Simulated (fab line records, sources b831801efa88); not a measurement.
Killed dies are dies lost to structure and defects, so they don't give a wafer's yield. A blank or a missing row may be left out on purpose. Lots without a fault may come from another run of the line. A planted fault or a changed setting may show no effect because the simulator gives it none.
Which tool did it? | flow gf180mcu | 6 lots, 18 wafers sampled, at 3 steps of a route of 602

WHAT THE GAUGES READ, wafer by wafer
GF_LVPWELL_TW_MEAS_11.
lot  | measured    | on            | LVPWELL_TW
L478 | day 4 10:59 | film_metro-03 | 561 561 562
L480 | day 4 19:42 | film_metro-04 | 557 558 555
L490 | day 7 05:42 | film_metro-01 | 610 611 609
L492 | day 7 13:00 | film_metro-01 | 557 556 558
L495 | day 8 13:16 | film_metro-04 | 556 556 557
L498 | day 9 04:56 | film_metro-04 | 556 556 559

WHICH TOOL RAN EACH LOT (tool, then ch and the chambers of the sampled wafers, then the start)
lot  | GF_DNWELL_STRIP_08                  | GF_LVPWELL_IMPLANT_08
L478 | plasma_asher-03 ch 0,1, day 3 07:39 | implanter-02 ch 0, day 4 10:37
L480 | plasma_asher-02 ch 1, day 3 15:27   | implanter-03 ch 0, day 4 19:18
L490 | plasma_asher-03 ch 0,1, day 5 23:58 | implanter-03 ch 0, day 7 05:18
L492 | plasma_asher-03 ch 0,1, day 6 06:57 | implanter-04 ch 0, day 7 12:36
L495 | plasma_asher-02 ch 0,1, day 7 05:17 | implanter-02 ch 0, day 8 12:54
L498 | plasma_asher-02 ch 0,1, day 7 18:46 | implanter-04 ch 0, day 9 04:32
- GF_DNWELL_STRIP_08: strips in O2/N2.
- GF_LVPWELL_IMPLANT_08

THE ANSWER, worked out from the rows above alone
Rule: what is usual is taken from the lots themselves. Put in order of their means at a reading, lots are off if they are a third of the lots or fewer, leave a main group of 4 or more, and stand apart from it by a gap of 3 or more times the standard deviation of the main group's means; of several such gaps the widest counts. A main group whose means are all the same, to the digits that the tables above print for the reading, isn't used. A lot without any number at a reading at which 4 lots or more have one is off too. The other lots that the step has rows for count as sound.
Off: L490, at GF_LVPWELL_TW_MEAS_11 (LVPWELL_TW). The main group: mean 558, standard deviation 1.8.
A tool fits if, at a process step before that reading, it ran every lot that is off, and no sound lot after the first of them. The gauges at GF_LVPWELL_TW_MEAS_11 are tried like those tools. One fits: implanter-03 at GF_LVPWELL_IMPLANT_08. Its last sound lot is L480 (day 4 19:18), its first lot that is off L490 (day 7 05:18): a fault that began between those two fits.

WHAT THE SIMULATOR HAD PUT IN
Process parameter drift: implanter-03, from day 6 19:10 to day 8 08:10, at GF_LVPWELL_IMPLANT_08. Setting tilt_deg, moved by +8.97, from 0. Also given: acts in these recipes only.
Lots struck among those shown: L490. The rule above found the same.
